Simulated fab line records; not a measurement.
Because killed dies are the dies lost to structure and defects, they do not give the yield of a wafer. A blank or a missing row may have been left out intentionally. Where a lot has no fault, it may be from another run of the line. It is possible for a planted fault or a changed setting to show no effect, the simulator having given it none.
fab line records | flow sky130
[record] lots = 13 | wafers = 39 | last_day = 50
route steps=708 shown LOCAL_INTERCONNECT@399 METAL1@437 VIA2@520 PAD_OPEN@708
lots that met no fault: taken from a fault-free run of the same line
start_h: start of the lot's first displayed wafer, in hours after the record's first day | wait_h: hours elapsed since this lot's preceding step | " the same as in the row above | L1.1+2: several wafers, shown together as one row | - no value, or no start given | * or withheld: withheld | < > ~ a bound
route shown NAME@n: NAME is a module with steps in the file, n the number in the route of the first one | usual: the fault-free wafers' mean and standard deviation | same: alike in all rows | chamber/n: place in a boat | sites: the reading at each site | _std_site: their standard deviation | _edge_site: the outer-site mean with the inner-site mean subtracted | radius_mm: how far each site lies from the wafer's centre | mask NAME#n: copy n | behind: tool/chamber where the wafer was last shaped | hold: why the lot was held/for how many hours/how that ended | device: which transistor (n, p or np) failed to switch | end of line: tests of these same wafers at the route's end | a step with no rows: only its recipe | killed: dies that structure and defects cost at the first sort, which is not the same as the wafer's yield | map: a wafer's dies, marking killed ones x, the rest . and places with no die _
set.NAME: the setting the step ran with; set.NAME@STEP: the setting that earlier step ran with | model.NAME: the simulator's own value behind a step, which no gauge read
steps of the route over a sample of lots; a table a step, a row a wafer
services: from which hour (start_h, from the record's first day; less than 0 if before it) a tool's chamber was out of use, for how many hours, and why
[[steps]]
[step SKY_LOCAL_INTERCONNECT_OVL_MEAS_12]
[usual] LOCAL_INTERCONNECT_OVL = 2/5
lot.wafer | tool       | chamber | start_h | wait_h | LOCAL_INTERCONNECT_OVL[nm]
L759.1    | overlay-01 | -       | 703.05  | 0.1    | 5
L759.2    | "          | -       | "       | "      | 14
L759.5    | "          | -       | "       | "      | 7
L762.1    | overlay-01 | -       | 722.21  | 0.1    | -4
L762.2    | "          | -       | "       | "      | -1
L762.5    | "          | -       | "       | "      | 2
L763.4    | overlay-01 | -       | 751.33  | 0.1    | 6
L763.5    | "          | -       | "       | "      | 1
L763.6    | "          | -       | "       | "      | 4
L765.1    | overlay-02 | -       | 768.86  | 0.1    | -2
L765.3    | "          | -       | "       | "      | 2
L765.5    | "          | -       | "       | "      | 0
L764.1    | overlay-02 | -       | 772.71  | 0.1    | 1
L764.2    | "          | -       | "       | "      | 12
L764.6    | "          | -       | "       | "      | 7
L767.1    | overlay-01 | -       | 782.41  | 0.1    | 3
L767.3    | "          | -       | "       | "      | -1
L767.6    | "          | -       | "       | "      | 7
L768.1    | overlay-01 | -       | 786.54  | 0.1    | -4
L768.5    | "          | -       | "       | "      | 1
L768.6    | "          | -       | "       | "      | -12
L766.1    | overlay-02 | -       | 789.19  | 0.1    | 1
L766.2    | "          | -       | "       | "      | 5
L766.4    | "          | -       | "       | "      | -4
L769.2    | overlay-01 | -       | 790.31  | 0.1    | 10
L769.3    | "          | -       | "       | "      | 6
L769.6    | "          | -       | "       | "      | 8
L777.2    | overlay-02 | -       | 849.97  | 0.1    | 0
L777.3    | "          | -       | "       | "      | 7
L777.4    | "          | -       | "       | "      | -3
L779.1    | overlay-02 | -       | 859.26  | 0.1    | 5
L779.2    | "          | -       | "       | "      | 8
L779.3    | "          | -       | "       | "      | 2
L781.2    | overlay-01 | -       | 874.60  | 0.1    | -5
L781.4    | "          | -       | "       | "      | 7
L781.5    | "          | -       | "       | "      | -3
L782.3    | overlay-01 | -       | 877.96  | 0.1    | 1
L782.4    | "          | -       | "       | "      | -7
L782.6    | "          | -       | "       | "      | -5
[step SKY_METAL1_SPUTTER_03]
[recipe] material = Ti | target_thk_nm = 5 | power_w = 3000 | time_s = 3.3 | chamber_pressure_pa = 0.4
[usual] throttle_valve_pct = 30.2/0.64
lot.wafer | tool           | chamber | start_h | wait_h | throttle_valve_pct
L759.1    | pvd_sputter-02 | -       | 733.53  | 0.0    | 29.3
L759.2    | "              | -       | "       | "      | 29.8
L759.5    | "              | -       | "       | "      | 31.0
L762.1    | pvd_sputter-02 | -       | 753.14  | 0.0    | 29.3
L762.2    | "              | -       | "       | "      | 29.9
L762.5    | "              | -       | "       | "      | 29.5
L763.4    | pvd_sputter-04 | -       | 781.60  | 0.0    | 30.5
L763.5    | "              | -       | "       | "      | 29.8
L763.6    | "              | -       | "       | "      | 31.0
L765.1    | pvd_sputter-04 | -       | 797.89  | 0.0    | 31.1
L765.3    | "              | -       | "       | "      | 30.4
L765.5    | "              | -       | "       | "      | 29.9
L764.1    | pvd_sputter-04 | -       | 801.77  | 0.0    | 29.9
L764.2    | "              | -       | "       | "      | 29.8
L764.6    | "              | -       | "       | "      | 30.0
L767.1    | pvd_sputter-04 | -       | 812.24  | 0.0    | 29.9
L767.3    | "              | -       | "       | "      | 29.7
L767.6    | "              | -       | "       | "      | 30.4
L768.1    | pvd_sputter-04 | -       | 815.55  | 0.0    | 30.3
L768.5    | "              | -       | "       | "      | 29.9
L768.6    | "              | -       | "       | "      | 30.4
L766.1    | pvd_sputter-02 | -       | 818.27  | 0.0    | 29.4
L766.2    | "              | -       | "       | "      | 29.8
L766.4    | "              | -       | "       | "      | 31.2
L769.2    | pvd_sputter-02 | -       | 820.22  | 0.0    | 29.4
L769.3    | "              | -       | "       | "      | 30.0
L769.6    | "              | -       | "       | "      | 29.4
L777.2    | pvd_sputter-02 | -       | 878.67  | 0.0    | 29.6
L777.3    | "              | -       | "       | "      | 29.9
L777.4    | "              | -       | "       | "      | 29.0
L779.1    | pvd_sputter-02 | -       | 887.85  | 0.0    | 30.0
L779.2    | "              | -       | "       | "      | 29.7
L779.3    | "              | -       | "       | "      | 31.2
L781.2    | pvd_sputter-04 | -       | 903.67  | 0.0    | 29.9
L781.4    | "              | -       | "       | "      | 30.6
L781.5    | "              | -       | "       | "      | 30.9
L782.3    | pvd_sputter-04 | -       | 906.16  | 0.0    | 29.9
L782.4    | "              | -       | "       | "      | 29.9
L782.6    | "              | -       | "       | "      | 29.9
[step SKY_METAL1_SPUTTER_04]
[recipe] material = TiN | target_thk_nm = 70 | power_w = 6500 | time_s = 58.3 | chamber_pressure_pa = 0.4
[usual] throttle_valve_pct = 30.2/0.64
lot.wafer | tool           | chamber | start_h | wait_h | throttle_valve_pct
L759.1    | pvd_sputter-02 | -       | 733.55  | 0.0    | 29.2
L759.2    | "              | -       | "       | "      | 30.2
L759.5    | "              | -       | "       | "      | 31.1
L762.1    | pvd_sputter-02 | -       | 753.16  | 0.0    | 29.1
L762.2    | "              | -       | "       | "      | 30.0
L762.5    | "              | -       | "       | "      | 29.5
L763.4    | pvd_sputter-04 | -       | 781.61  | 0.0    | 30.6
L763.5    | "              | -       | "       | "      | 29.8
L763.6    | "              | -       | "       | "      | 31.1
L765.1    | pvd_sputter-04 | -       | 797.91  | 0.0    | 30.7
L765.3    | "              | -       | "       | "      | 30.3
L765.5    | "              | -       | "       | "      | 29.8
L764.1    | pvd_sputter-04 | -       | 801.78  | 0.0    | 29.9
L764.2    | "              | -       | "       | "      | 29.9
L764.6    | "              | -       | "       | "      | 29.9
L767.1    | pvd_sputter-04 | -       | 812.26  | 0.0    | 29.9
L767.3    | "              | -       | "       | "      | 29.9
L767.6    | "              | -       | "       | "      | 30.6
L768.1    | pvd_sputter-04 | -       | 815.56  | 0.0    | 29.8
L768.5    | "              | -       | "       | "      | 29.9
L768.6    | "              | -       | "       | "      | 30.4
L766.1    | pvd_sputter-02 | -       | 818.28  | 0.0    | 29.7
L766.2    | "              | -       | "       | "      | 30.1
L766.4    | "              | -       | "       | "      | 31.4
L769.2    | pvd_sputter-02 | -       | 820.23  | 0.0    | 29.4
L769.3    | "              | -       | "       | "      | 29.9
L769.6    | "              | -       | "       | "      | 29.7
L777.2    | pvd_sputter-02 | -       | 878.68  | 0.0    | 29.7
L777.3    | "              | -       | "       | "      | 30.0
L777.4    | "              | -       | "       | "      | 29.4
L779.1    | pvd_sputter-02 | -       | 887.87  | 0.0    | 30.0
L779.2    | "              | -       | "       | "      | 29.6
L779.3    | "              | -       | "       | "      | 31.5
L781.2    | pvd_sputter-04 | -       | 903.69  | 0.0    | 29.5
L781.4    | "              | -       | "       | "      | 30.5
L781.5    | "              | -       | "       | "      | 30.9
L782.3    | pvd_sputter-04 | -       | 906.18  | 0.0    | 29.8
L782.4    | "              | -       | "       | "      | 29.9
L782.6    | "              | -       | "       | "      | 29.8
[step SKY_VIA2_OVL_MEAS_13]
[usual] VIA2_OVL = -1/5.5
lot.wafer | tool       | chamber | start_h | wait_h | VIA2_OVL[nm]
L759.1    | overlay-01 | -       | 845.58  | 0.1    | -5
L759.2    | "          | -       | "       | "      | -2
L759.5    | "          | -       | "       | "      | -2
L762.1    | overlay-01 | -       | 864.88  | 0.1    | -8
L762.2    | "          | -       | "       | "      | -1
L762.5    | "          | -       | "       | "      | -7
L763.4    | overlay-01 | -       | 891.38  | 0.1    | 2
L763.5    | "          | -       | "       | "      | 4
L763.6    | "          | -       | "       | "      | 4
L765.1    | overlay-02 | -       | 906.41  | 0.1    | -3
L765.3    | "          | -       | "       | "      | -5
L765.5    | "          | -       | "       | "      | -8
L764.1    | overlay-01 | -       | 910.98  | 0.1    | -8
L764.2    | "          | -       | "       | "      | -8
L764.6    | "          | -       | "       | "      | -7
L767.1    | overlay-02 | -       | 920.71  | 0.1    | -13
L767.3    | "          | -       | "       | "      | -3
L767.6    | "          | -       | "       | "      | -7
L768.1    | overlay-02 | -       | 923.28  | 0.1    | -8
L768.5    | "          | -       | "       | "      | -3
L768.6    | "          | -       | "       | "      | -5
L766.1    | overlay-01 | -       | 926.66  | 0.1    | -2
L766.2    | "          | -       | "       | "      | 0
L766.4    | "          | -       | "       | "      | -2
L769.2    | overlay-01 | -       | 927.82  | 0.1    | 5
L769.3    | "          | -       | "       | "      | -3
L769.6    | "          | -       | "       | "      | 5
L777.2    | overlay-01 | -       | 991.41  | 0.1    | 4
L777.3    | "          | -       | "       | "      | -3
L777.4    | "          | -       | "       | "      | 7
L779.1    | overlay-02 | -       | 993.43  | 0.1    | 2
L779.2    | "          | -       | "       | "      | 2
L779.3    | "          | -       | "       | "      | 1
L781.2    | overlay-01 | -       | 1003.24 | 0.1    | 5
L781.4    | "          | -       | "       | "      | 5
L781.5    | "          | -       | "       | "      | 4
L782.3    | overlay-02 | -       | 1005.59 | 0.1    | -2
L782.4    | "          | -       | "       | "      | -5
L782.6    | "          | -       | "       | "      | -6
[step SKY_PAD_OPEN_PROBE_99]
[usual] defect_limited_yield = 82.2/1.8 | killed_at_M0_to_M3 = 44/6 | killed_at_M4_up = 3.3/2.1 | killed_at_contacts = 25/5.5 | killed_at_front_end = 15/4.3 | killed_at_other = 0.2/0.41 | killed_dies = 88/9.1 | killed_open = 48/6.6 | killed_short = 39/6.7 | sort_bin_3_pad_short = 0.9/0.4 | sort_bin_5_function = 10.4/1.5 | sort_bin_6_memory = 6.5/1.1 | sort_n_pass = 404/9.1 | sort_yield_pct = 82.2/1.8
[same] gross_dies = 492 | killed_at_back_side = 0 | sort_bin_4_leakage[%] = 0 | sort_bin_8_speed[%] = 0
lot.wafer | tool      | chamber | start_h | wait_h | defect_limited_yield[%] | killed_at_M0_to_M3 | killed_at_M4_up | killed_at_contacts | killed_at_front_end | killed_at_other | killed_dies | killed_open | killed_short | sort_bin_3_pad_short[%] | sort_bin_5_function[%] | sort_bin_6_memory[%] | sort_n_pass | sort_yield_pct[%]
L767.1    | prober-01 | -       | 1134.04 | 0.1    | 77.2                    | 60                 | 1               | 30                 | 21                  | 0               | 112         | 59          | 34           | 1.0                     | 14.8                   | 6.9                  | 380         | 77.2
L767.3    | prober-01 | -       | 1134.14 | 0.2    | 73.2                    | 84                 | 5               | 32                 | 11                  | 0               | 132         | 55          | 35           | 3.0                     | 17.5                   | 6.3                  | 360         | 73.2
L767.6    | prober-01 | -       | 1134.29 | 0.2    | 72.4                    | 86                 | 7               | 29                 | 14                  | 0               | 136         | 46          | 49           | 1.8                     | 18.5                   | 7.3                  | 356         | 72.4
L768.1    | prober-02 | -       | 1135.47 | 0.1    | 73.2                    | 83                 | 0               | 37                 | 12                  | 0               | 132         | 62          | 30           | 2.4                     | 15.7                   | 8.7                  | 360         | 73.2
L768.5    | prober-02 | -       | 1135.67 | 0.2    | 75.2                    | 84                 | 2               | 17                 | 19                  | 0               | 122         | 40          | 41           | 2.4                     | 14.6                   | 7.7                  | 370         | 75.2
L768.6    | prober-02 | -       | 1135.72 | 0.2    | 76.4                    | 83                 | 3               | 19                 | 11                  | 0               | 116         | 39          | 38           | 2.6                     | 13.4                   | 7.5                  | 376         | 76.4
// killed by level:class
L767.1 METAL1:unspecified=19 LI_CONTACT:geometric_particle:open=12 VIA1:geometric_particle:open=11 CONTACT:geometric_particle:open=10 VIA3:geometric_particle:open=8 FIELD_ISO:geometric_particle:short=6 VIA2:geometric_particle:open=5 METAL2:geometric_particle:short=4
L767.3 METAL1:unspecified=42 VIA1:geometric_particle:open=20 CONTACT:geometric_particle:open=11 LI_CONTACT:geometric_particle:open=8 CONTACT:geometric_particle:short=5 VIA2:geometric_particle:open=5 POLY_GATE:geometric_particle:short=4 LI_CONTACT:geometric_particle:short=4
L767.6 METAL1:unspecified=40 VIA1:geometric_particle:open=10 CONTACT:geometric_particle:open=9 CONTACT:geometric_particle:short=8 VIA2:geometric_particle:open=7 VIA1:geometric_particle:short=7 METAL2:geometric_particle:short=7 METAL4:geometric_particle:short=6
L768.1 METAL1:unspecified=40 CONTACT:geometric_particle:open=13 LI_CONTACT:geometric_particle:open=13 VIA3:geometric_particle:open=9 VIA1:geometric_particle:open=8 VIA2:geometric_particle:open=6 LI_CONTACT:geometric_particle:short=4 METAL2:geometric_particle:short=4
L768.5 METAL1:unspecified=41 VIA1:geometric_particle:open=8 VIA2:geometric_particle:open=7 METAL2:geometric_particle:short=7 CONTACT:geometric_particle:short=6 FIELD_ISO:geometric_particle:short=5 LI_CONTACT:geometric_particle:open=5 VIA1:geometric_particle:short=5
L768.6 METAL1:unspecified=38 CONTACT:geometric_particle:open=8 VIA2:geometric_particle:open=8 VIA3:geometric_particle:open=8 VIA1:geometric_particle:open=7 VIA1:geometric_particle:short=6 METAL1:geometric_particle:short=6 LOCAL_INTERCONNECT:geometric_particle:short=4
[[services]]
tool           | chamber | start_h | hours | kind
pvd_sputter-04 | -       | 775.92  | 5.5   | repair
pvd_sputter-04 | 0       | 811.75  | -     | consumable_replace:kit
pvd_sputter-04 | 0       | 811.75  | 18.0  | scheduled_down
pvd_sputter-04 | 0       | 811.75  | 18.0  | vent_cycle
pvd_sputter-04 | -       | 816.93  | 2.1   | repair
pvd_sputter-02 | -       | 832.51  | 12.7  | repair
pvd_sputter-02 | 2       | 861.36  | -     | consumable_replace:kit
pvd_sputter-02 | 2       | 861.36  | 18.0  | scheduled_down
pvd_sputter-02 | 2       | 861.36  | 18.0  | vent_cycle
[[key]]
[first_sign] step = SKY_PAD_OPEN_PROBE_99 | reading = killed_at_M0_to_M3 | direction = up | sigmas = 6.1 | usual = 44 | struck = 80
[effect] step = SKY_PAD_OPEN_PROBE_99 | reading = sort_n_pass | direction = down | sigmas = 4.1 | usual = 404 | struck = 367
met_at SKY_METAL1_SPUTTER_03
struck_lots L767,L768
not_acting_at SKY_LOCAL_INTERCONNECT_OVL_MEAS_12,SKY_METAL1_SPUTTER_04,SKY_VIA2_OVL_MEAS_13
onset_between 801.77 812.24
[fault] kind = chamber_particle_source | tool = pvd_sputter-04 | chamber = - | onset_h = 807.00 | steps = SKY_METAL1_SPUTTER_03 | rate_per_visit_cm2 = 0.49752 | end_h = 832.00
